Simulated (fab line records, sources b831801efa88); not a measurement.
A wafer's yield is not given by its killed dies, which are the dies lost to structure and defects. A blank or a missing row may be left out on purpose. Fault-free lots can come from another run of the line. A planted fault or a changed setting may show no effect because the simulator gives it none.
fab line records	flow sfq_line
[record] lots = 14	wafers = 40	last_day = 83
route steps=325 shown I6@268 M7@282 I7@298 M8@318
lots untouched by any fault: they come from a run of this same line in which no faults occurred
start_h: hours from the record's opening day to when the first of the lot's shown wafers began	wait_h: hours from the lot's prior step to this one	" the same as in the row above	L1.1+2: one row covering several wafers at once	- no value, or no start given	* or withheld: withheld	< > ~ a bound
route shown NAME@n: names a module that has steps shown in the file, with the first one's number in the route	usual: mean and standard deviation over wafers with no fault	same: alike in all rows	chamber/n: place in a boat	sites: readings site by site	_std_site: standard deviation across them	_edge_site: outer sites' mean less inner sites'	radius_mm: how far each site lies from the wafer's centre	mask NAME#n: copy n	behind: the most recent tool/chamber to have shaped the wafer	hold: cause of the lot's hold/its duration in hours/its outcome	device: the transistor (n, p or np) that didn't switch	end of line: the route-end tests of the same wafers	a step with no rows: only its recipe	killed: the dies lost at the first sort to structure and to defects; this is not the yield of the wafer	map: the dies of a wafer, with x for killed, . for not killed, _ for no die there
set.NAME: the run value of the setting; set.NAME@STEP: its run value at that earlier step	model.NAME: the simulator's own value behind a step, which no gauge read
steps of the route over a sample of lots; a table a step, a row a wafer
services: from which hour (start_h, from the record's first day; less than 0 if before it) a tool's chamber was out of use, for how many hours, and why
[[steps]]
[step SFQ_I6_BOW_MEAS_941]
[recipe] mode = bow
[usual] I6_BOW = 5/9.8
lot.wafer	tool	chamber	start_h	wait_h	I6_BOW[um]
L957.2	film_metro-02	-	1501.47	2.0	4
L957.5	"	-	"	"	16
L957.6	"	-	"	"	11
L958.2	film_metro-04	-	1510.47	2.5	11
L958.5	"	-	"	"	13
L958.6	"	-	"	"	10
L959.1	film_metro-03	-	1512.25	1.0	-2
L959.4	"	-	"	"	-6
L959.5	"	-	"	"	2
L963.1	film_metro-03	-	1719.63	1.5	8
L963.3	"	-	"	"	19
L963.6	"	-	"	"	13
L969.3	film_metro-04	-	1743.59	1.0	-15
L969.6	"	-	"	"	-4
L970.1	film_metro-02	-	1746.55	2.0	11
L970.6	"	-	"	"	17
L973.2	film_metro-02	-	1776.43	2.5	-7
L973.5	"	-	"	"	1
L973.6	"	-	"	"	0
L974.2	film_metro-02	-	1792.43	1.0	15
L974.3	"	-	"	"	8
L974.5	"	-	"	"	12
L975.4	film_metro-02	-	1807.47	1.6	1
L975.5	"	-	"	"	10
L975.6	"	-	"	"	2
L976.1	film_metro-04	-	1809.76	2.5	15
L976.3	"	-	"	"	9
L976.6	"	-	"	"	7
L977.2	film_metro-03	-	1810.43	2.0	5
L977.3	"	-	"	"	4
L977.5	"	-	"	"	29
L978.3	film_metro-02	-	1812.80	2.5	2
L978.4	"	-	"	"	-6
L978.5	"	-	"	"	9
L979.1	film_metro-04	-	1813.41	2.0	12
L979.2	"	-	"	"	11
L979.6	"	-	"	"	4
L980.4	film_metro-03	-	1815.82	2.6	2
L980.5	"	-	"	"	8
L980.6	"	-	"	"	11
[step SFQ_TRILAYER_M7_DEP_SPUTTER_175]
[recipe] material = Nb	base_pressure_pa = 1.33e-06	chamber_pressure_pa = 0.1333	substrate_temp_c = 20	target_thk_nm = 200	power_w = 2000	time_s = 133.3
[usual] throttle_valve_pct = 30.0/1.1
lot.wafer	tool	chamber	start_h	wait_h	throttle_valve_pct
L957.2	pvd_sputter-05	-	1616.21	0.0	31.6
L957.5	"	-	"	"	31.1
L957.6	"	-	"	"	31.7
L958.2	pvd_sputter-06	-	1623.41	0.0	29.3
L958.5	"	-	"	"	29.0
L958.6	"	-	"	"	29.5
L959.1	pvd_sputter-03	-	1625.83	0.0	31.5
L959.4	"	-	"	"	29.3
L959.5	"	-	"	"	30.3
L963.1	pvd_sputter-06	-	1724.32	0.0	29.1
L963.3	"	-	"	"	29.4
L963.6	"	-	"	"	29.4
L969.3	pvd_sputter-05	-	1752.33	0.0	31.8
L969.6	"	-	"	"	28.4
L970.1	pvd_sputter-05	-	1756.10	0.0	29.8
L970.6	"	-	"	"	29.8
L973.2	pvd_sputter-03	-	1837.90	0.0	29.6
L973.5	"	-	"	"	29.3
L973.6	"	-	"	"	28.9
L974.2	pvd_sputter-03	-	1859.63	0.0	31.8
L974.3	"	-	"	"	29.0
L974.5	"	-	"	"	31.8
L975.4	pvd_sputter-05	-	1885.55	0.0	29.8
L975.5	"	-	"	"	29.7
L975.6	"	-	"	"	31.3
L976.1	pvd_sputter-06	-	1888.55	0.0	29.2
L976.3	"	-	"	"	30.0
L976.6	"	-	"	"	29.3
L977.2	pvd_sputter-03	-	1891.55	0.0	29.7
L977.3	"	-	"	"	28.9
L977.5	"	-	"	"	29.1
L978.3	pvd_sputter-05	-	1893.35	0.0	28.3
L978.4	"	-	"	"	31.7
L978.5	"	-	"	"	31.6
L979.1	pvd_sputter-06	-	1894.55	0.0	30.3
L979.2	"	-	"	"	29.5
L979.6	"	-	"	"	30.1
L980.4	pvd_sputter-03	-	1897.55	0.0	29.2
L980.5	"	-	"	"	29.0
L980.6	"	-	"	"	31.7
[step SFQ_M7_RS_MEAS_943]
[recipe] thk_meas_gauge = four-point-probe	reads = Nb_of_TRILAYER_M7_DEP_SPUTTER_175
[usual] M7_NB_RS = 0.886/0.0073
lot.wafer	tool	chamber	start_h	wait_h	M7_NB_RS[ohm/sq]
L957.2	film_metro-04	-	1616.33	0.1	0.893
L957.5	"	-	"	"	0.897
L957.6	"	-	"	"	0.894
L958.2	film_metro-04	-	1623.53	0.1	0.891
L958.5	"	-	"	"	0.890
L958.6	"	-	"	"	0.881
L959.1	film_metro-04	-	1625.92	0.0	0.894
L959.4	"	-	"	"	0.885
L959.5	"	-	"	"	0.885
L963.1	film_metro-02	-	1724.41	0.0	0.886
L963.3	"	-	"	"	0.877
L963.6	"	-	"	"	0.883
L969.3	film_metro-02	-	1752.46	0.1	0.889
L969.6	"	-	"	"	1.305
L970.1	film_metro-01	-	1756.19	0.0	0.878
L970.6	"	-	"	"	1.292
L973.2	film_metro-01	-	1838.01	0.1	0.888
L973.5	"	-	"	"	0.893
L973.6	"	-	"	"	0.876
L974.2	film_metro-01	-	1859.74	0.1	0.893
L974.3	"	-	"	"	0.881
L974.5	"	-	"	"	0.887
L975.4	film_metro-02	-	1885.70	0.1	0.890
L975.5	"	-	"	"	0.891
L975.6	"	-	"	"	0.893
L976.1	film_metro-04	-	1888.64	0.0	0.881
L976.3	"	-	"	"	0.879
L976.6	"	-	"	"	0.879
L977.2	film_metro-01	-	1891.66	0.1	0.888
L977.3	"	-	"	"	0.881
L977.5	"	-	"	"	0.874
L978.3	film_metro-02	-	1893.48	0.1	0.897
L978.4	"	-	"	"	0.884
L978.5	"	-	"	"	0.877
L979.1	film_metro-04	-	1894.64	0.0	0.887
L979.2	"	-	"	"	0.889
L979.6	"	-	"	"	0.894
L980.4	film_metro-04	-	1897.70	0.1	0.869
L980.5	"	-	"	"	0.869
L980.6	"	-	"	"	0.882
[step SFQ_TRILAYER_M7_ETCH_METAL_ETCH_180]
[recipe] target = Nb	stop_on = SiO2	mask_material = PR	chemistry = Cl2/Ar	target_depth_nm = 240	icp_w = 600	bias_w = 80	pressure_mtorr = 10	time_s = 120
[usual] drypump_motor_current_A = 5.9/0.53	oes_product_au = 0.896/0.0064
lot.wafer	tool	chamber	start_h	wait_h	drypump_motor_current_A	oes_product_au	rf_hours_counter_h
L957.2	rie_metal-04	1	1634.64	0.0	5.3	0.894	65
L957.5	"	1	"	"	5.3	0.883	-
L957.6	"	0	"	"	6.2	0.882	-
L958.2	rie_metal-03	0	1645.44	0.0	5.9	0.895	78
L958.5	"	1	"	"	5.0	0.901	-
L958.6	"	0	"	"	5.9	0.897	-
L959.1	rie_metal-04	0	1649.07	0.0	6.2	0.887	52
L959.4	"	1	"	"	5.3	0.887	-
L959.5	"	1	"	"	5.3	0.895	-
L963.1	rie_metal-03	0	1726.93	0.0	6.0	0.899	89
L963.3	"	1	"	"	5.0	0.903	-
L963.6	"	0	"	"	5.9	0.901	-
L969.3	rie_metal-02	0	1758.67	0.1	6.6	0.887	-
L969.6	"	0	"	"	6.6	0.734	-
L970.1	rie_metal-04	0	1763.43	0.0	6.2	0.905	71
L970.6	"	1	"	"	5.3	0.731	-
L973.2	rie_metal-04	0	1840.74	0.1	6.2	0.896	-
L973.5	"	0	"	"	6.2	0.898	-
L973.6	"	0	"	"	6.2	0.906	-
L974.2	rie_metal-02	1	1863.08	0.0	6.0	0.899	99
L974.3	"	0	"	"	6.6	0.896	-
L974.5	"	0	"	"	6.6	0.889	-
L975.4	rie_metal-04	0	1888.33	0.1	6.2	0.893	-
L975.5	"	1	"	"	5.3	0.899	-
L975.6	"	0	"	"	6.2	0.886	-
L976.1	rie_metal-03	0	1891.16	0.0	5.9	0.892	112
L976.3	"	0	"	"	6.0	0.907	-
L976.6	"	0	"	"	5.9	0.901	-
L977.2	rie_metal-02	0	1894.16	0.0	6.6	0.899	52
L977.3	"	0	"	"	6.6	0.898	-
L977.5	"	1	"	"	5.9	0.904	-
L978.3	rie_metal-03	1	1896.00	0.1	5.0	0.893	-
L978.4	"	0	"	"	6.0	0.896	-
L978.5	"	0	"	"	6.0	0.900	-
L979.1	rie_metal-02	0	1899.56	0.0	6.6	0.892	53
L979.2	"	1	"	"	5.9	0.899	104
L979.6	"	1	"	"	5.9	0.900	-
L980.4	rie_metal-04	0	1902.00	0.1	6.2	0.905	-
L980.5	"	0	"	"	6.2	0.914	-
L980.6	"	1	"	"	5.3	0.899	-
[step SFQ_I7_BOW_MEAS_946]
[recipe] mode = bow
[usual] I7_BOW = 6/10
lot.wafer	tool	chamber	start_h	wait_h	I7_BOW[um]
L957.2	film_metro-01	-	1643.92	2.0	1
L957.5	"	-	"	"	12
L957.6	"	-	"	"	8
L958.2	film_metro-02	-	1661.92	1.5	17
L958.5	"	-	"	"	20
L958.6	"	-	"	"	16
L959.1	film_metro-02	-	1667.90	2.5	9
L959.4	"	-	"	"	4
L959.5	"	-	"	"	13
L963.1	film_metro-03	-	1730.91	2.0	8
L963.3	"	-	"	"	19
L963.6	"	-	"	"	12
L969.3	film_metro-02	-	1764.45	1.0	-12
L969.6	"	-	"	"	-2
L970.1	film_metro-01	-	1768.09	1.5	14
L970.6	"	-	"	"	19
L973.2	film_metro-02	-	1845.43	2.5	-13
L973.5	"	-	"	"	-5
L973.6	"	-	"	"	-8
L974.2	film_metro-01	-	1867.08	2.0	19
L974.3	"	-	"	"	12
L974.5	"	-	"	"	15
L975.4	film_metro-03	-	1892.33	2.1	3
L975.5	"	-	"	"	11
L975.6	"	-	"	"	4
L976.1	film_metro-01	-	1895.16	1.0	12
L976.3	"	-	"	"	6
L976.6	"	-	"	"	3
L977.2	film_metro-03	-	1898.16	1.5	11
L977.3	"	-	"	"	8
L977.5	"	-	"	"	31
L978.3	film_metro-01	-	1899.98	1.0	-1
L978.4	"	-	"	"	-9
L978.5	"	-	"	"	7
L979.1	film_metro-03	-	1903.54	1.0	11
L979.2	"	-	"	"	13
L979.6	"	-	"	"	4
L980.4	film_metro-02	-	1906.34	1.6	-1
L980.5	"	-	"	"	5
L980.6	"	-	"	"	6
[step SFQ_M8_OVL_MEAS_948]
[usual] M8_OVL = 1/5.2
lot.wafer	tool	chamber	start_h	wait_h	M8_OVL[nm]
L957.2	overlay-01	-	1690.74	0.1	4
L957.5	"	-	"	"	3
L957.6	"	-	"	"	-1
L958.2	overlay-02	-	1702.74	0.1	-9
L958.5	"	-	"	"	-10
L958.6	"	-	"	"	-3
L959.1	overlay-02	-	1705.14	0.1	-4
L959.4	"	-	"	"	-10
L959.5	"	-	"	"	-4
L963.1	overlay-02	-	1739.33	0.1	0
L963.3	"	-	"	"	-1
L963.6	"	-	"	"	5
L969.3	overlay-02	-	1824.91	0.1	6
L969.6	"	-	"	"	2
L970.1	overlay-01	-	1905.76	0.1	9
L970.6	"	-	"	"	12
L973.2	overlay-01	-	1931.95	0.1	-4
L973.5	"	-	"	"	-5
L973.6	"	-	"	"	-1
L974.2	overlay-02	-	1949.86	0.1	5
L974.3	"	-	"	"	0
L974.5	"	-	"	"	6
L975.4	overlay-02	-	1966.50	0.1	1
L975.5	"	-	"	"	0
L975.6	"	-	"	"	1
L976.1	overlay-02	-	1968.88	0.1	-8
L976.3	"	-	"	"	-1
L976.6	"	-	"	"	-4
L977.2	overlay-01	-	1974.89	0.1	1
L977.3	"	-	"	"	-3
L977.5	"	-	"	"	3
L978.3	overlay-01	-	1977.29	0.1	-7
L978.4	"	-	"	"	7
L978.5	"	-	"	"	-8
L979.1	overlay-01	-	1979.68	0.1	6
L979.2	"	-	"	"	-1
L979.6	"	-	"	"	-4
L980.4	overlay-01	-	1982.10	0.1	12
L980.5	"	-	"	"	6
L980.6	"	-	"	"	10
[[services]]
tool	chamber	start_h	hours	kind
rie_metal-04	-	1610.41	2.8	pm
pvd_sputter-05	-	1673.28	7.2	repair
pvd_sputter-06	-	1674.63	3.9	repair
rie_metal-02	1	1685.65	4.7	repair
pvd_sputter-06	2	1708.42	-	consumable_replace:kit
pvd_sputter-06	2	1708.42	18.0	scheduled_down
pvd_sputter-06	2	1708.42	18.0	vent_cycle
pvd_sputter-05	-	1711.11	3.2	repair
pvd_sputter-06	-	1736.35	2.1	repair
rie_metal-04	-	1761.46	1.6	repair
pvd_sputter-06	-	1771.63	41.6	repair
pvd_sputter-05	3	1792.11	-	consumable_replace:kit
pvd_sputter-05	3	1792.11	18.0	scheduled_down
pvd_sputter-05	3	1792.11	18.0	vent_cycle
rie_metal-04	1	1828.89	28.8	repair
pvd_sputter-06	-	1850.42	0.8	repair
[[key]]
[first_sign] step = SFQ_M7_RS_MEAS_943	reading = M7_NB_RS	direction = up	sigmas = 57	usual = 0.886	struck = 1.299
[effect] step = SFQ_TRILAYER_M7_ETCH_METAL_ETCH_180	reading = oes_product_au	direction = down	sigmas = 25	usual = 0.896	struck = 0.732
met_at SFQ_TRILAYER_M7_DEP_SPUTTER_175
struck_lots L969,L970
struck_wafers L969.6,L970.6
not_acting_at SFQ_I6_BOW_MEAS_941,SFQ_I7_BOW_MEAS_946,SFQ_M8_OVL_MEAS_948
onset_between 1616.21 1752.33
[fault] kind = process_parameter_drift	tool = pvd_sputter-05	chamber = -	onset_h = 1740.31	steps = SFQ_TRILAYER_M7_DEP_SPUTTER_175	channel = target_thk_nm	offset = -63.943	shape = step	end_h = 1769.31	scope = struck_wafers_only	acts_in = these_recipes_only	stated = 200
